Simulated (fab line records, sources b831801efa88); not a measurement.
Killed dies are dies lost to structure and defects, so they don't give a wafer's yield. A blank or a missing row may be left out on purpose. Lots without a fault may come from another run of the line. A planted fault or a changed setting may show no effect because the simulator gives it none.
Chamber matching | flow sfq_line | SFQ_TRILAYER_I2_CMP_CMP_064 on cmp-01: 4 sister chambers
The step polishes SiO2. 8 wafers are shown with their chamber, then 6 later ones without.

WAFERS WITH THEIR CHAMBER
wafer  | chamber | motor_current_A (A) | time_to_endpoint_s (s)
L559.2 | 2       | 10.2                | 193
L560.3 | 1       | 10.0                | 207
L561.2 | 1       | 9.5                 | 201
L561.3 | 3       | 10.4                | 213
L566.4 | 3       | 11.1                | 216
L566.5 | 0       | 8.6                 | 218
L569.1 | 0       | 9.2                 | 212
L569.4 | 2       | 10.4                | 204

WAFERS WITHOUT THEIR CHAMBER
wafer  | motor_current_A (A) | time_to_endpoint_s (s)
L569.5 | 8.9                 | 221
L571.1 | 10.2                | 205
L571.2 | 8.8                 | 210
L571.5 | 10.3                | 209
L573.5 | 9.6                 | 219
L573.6 | 9.7                 | 202

WHICH CHAMBER EACH WENT THROUGH
wafer  | from the rows above          | in truth
L569.5 | 0                            | 0
L571.1 | can't be placed: 1 or 2 or 3 | 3
L571.2 | can't be placed: 0 or 1      | 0
L571.5 | can't be placed: 3 or 1 or 2 | 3
L573.5 | can't be placed: 0 or 1 or 3 | 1
L573.6 | can't be placed: 1 or 2      | 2
Placed correctly: 1 of 6. Can't be placed from these rows: 5 (the true chamber is among the candidates in 5). Placed wrongly: 0.
How it was worked out, from the rows above alone: a wafer's distance from a chamber is the root of the sum, over the readings, of the square of ((its reading less the chamber's mean) divided by the reading's scatter). The wafer belongs to the nearest chamber; if the next one is less than 2 further off, it can't be placed. A chamber's mean is the mean of its shown wafers. The scatter: the root of (the sum of the squares of (reading less its chamber's mean) over the shown wafers, divided by (wafers less chambers)).
